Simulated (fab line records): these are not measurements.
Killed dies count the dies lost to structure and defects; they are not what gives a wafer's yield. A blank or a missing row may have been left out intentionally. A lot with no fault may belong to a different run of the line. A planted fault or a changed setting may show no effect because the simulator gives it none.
One fault seen from 2 desks -- flow gf180mcu -- every desk sees just its own numbers, and what lay behind them comes last

## DESK OF THE TOOL OWNER: cvd_w-01
The tool's own readings at GF_V3_CVD_23 (deposits W, target thk 350 nm, time 104.9 s): means of the sampled wafers that have a number, for each lot that ran on this tool. Any lot whose mean is over 4 standard deviations away from the usual mean is out of limits and marked OUT; that distance is given in the brackets.
Columns: A = heater_power_w at GF_V3_CVD_23, usual 786 W
lot,first seen here,A
L854,day 24 06:24,828
L856,day 25 06:16,805
L859,day 26 02:43,823
L861,day 27 00:43,795
L863,day 27 02:25,820
This desk's finding: nothing out of limits on any of the 5 lots.

## FROM THE METROLOGY DESK
What the gauges read, lot by lot, whatever tool the lot ran on: means of the sampled wafers that have a number. Any lot whose mean is over 4 standard deviations away from the usual mean is out of limits and marked OUT; that distance is given in the brackets.
Columns: A = cd_nm at GF_V3_CD_MEAS_14, usual 260.2 nm; B = V3_W_RS at GF_V3_RS_MEAS_24, usual 0.327 ohm/sq; C = V3_W_THK at GF_V3_THK_MEAS_25, usual 346 nm
lot,first seen here,A,B,C
L850,day 22 16:46,259.0,0.328,340
L854,day 24 05:27,260.3,0.322,346
L855,day 25 01:08,260.5,0.327,339
L856,day 25 05:19,258.6,0.319,349
L859,day 26 01:49,260.1,0.321,362
L861,day 26 23:41,260.9,0.269 (-9.7) OUT,421 (+9.3) OUT
L863,day 27 01:31,261.0,0.297 (-5.0) OUT,394 (+6.0) OUT
L864,day 27 19:59,260.2,0.331,342
L868,day 28 18:45,258.5,0.329,336
L869,day 28 23:10,260.9,0.329,354
L872,day 29 15:53,259.8,0.331,353
Finding of this desk: L861, L863 out of limits, first seen on L861 at day 27 00:52 (V3_W_RS at GF_V3_RS_MEAS_24). L850, L854, L855, L856, L859, L864, L868, L869, L872: within limits.

## ALL TOGETHER
On L861, L863, the metrology desk was in a position to raise an alarm at day 27 00:52.
The desk of the tool owner found nothing out of limits.
On record at the tool owner's desk: L861, L863, within its limits.
On cvd_w-01, each named lot ran GF_V3_CVD_23.

## WHAT THE SIMULATOR HAD INSERTED
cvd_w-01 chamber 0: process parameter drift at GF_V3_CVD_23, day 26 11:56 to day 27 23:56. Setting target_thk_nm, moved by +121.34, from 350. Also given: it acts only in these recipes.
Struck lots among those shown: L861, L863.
Delay in hours, fault start to first out-of-limits reading, per desk: metrology desk 13.
